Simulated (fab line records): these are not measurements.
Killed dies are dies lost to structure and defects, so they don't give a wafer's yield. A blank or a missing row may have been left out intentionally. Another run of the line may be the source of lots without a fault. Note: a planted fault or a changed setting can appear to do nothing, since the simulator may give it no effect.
Chamber matching	flow gf180mcu	cmp-01 running GF_V4_CMP_04: 4 sister chambers
The step polishes SiO2. 8 wafers are shown with their chamber, then 8 later ones without.

WAFERS PAIRED WITH THEIR CHAMBERS
wafer	chamber	motorCurrentA (A)	timeToEndpointS (s)
L940.1	0	13.4	70
L941.2	2	12.1	66
L941.5	0	13.6	82
L943.3	2	12.2	66
L945.1	3	11.5	79
L945.3	1	11.8	77
L945.6	3	10.3	77
L951.1	1	12.2	73

WAFERS MISSING THEIR CHAMBER
wafer	motorCurrentA (A)	timeToEndpointS (s)
L951.2	11.0	70
L951.6	11.2	78
L954.3	14.0	77
L954.5	12.4	82
L954.6	11.3	84
L958.1	11.9	75
L958.2	13.8	74
L958.4	10.5	81

CHAMBER TAKEN BY EACH
wafer	from the rows above	in truth
L951.2	can't be placed: 3 or 1 or 2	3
L951.6	can't be placed: 3 or 1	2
L954.3	0	0
L954.5	can't be placed: 1 or 0 or 3 or 2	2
L954.6	can't be placed: 3 or 1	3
L958.1	can't be placed: 1 or 2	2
L958.2	0	0
L958.4	3	3
Placed correctly: 3 of 8. These rows do not allow placing 5 (true chamber among the candidates in 4). Number placed wrongly: 0.
How it was worked out, from the rows above alone: a wafer's distance from a chamber is the root of the sum, over the readings, of the square of ((its reading less the chamber's mean) divided by the reading's scatter). If the next closest chamber is less than 2 further off than the closest, the wafer can't be placed; otherwise it belongs to the closest. A chamber's mean is the mean of its shown wafers. The scatter: the root of (the sum of the squares of (reading less its chamber's mean) over the shown wafers, divided by (wafers less chambers)).
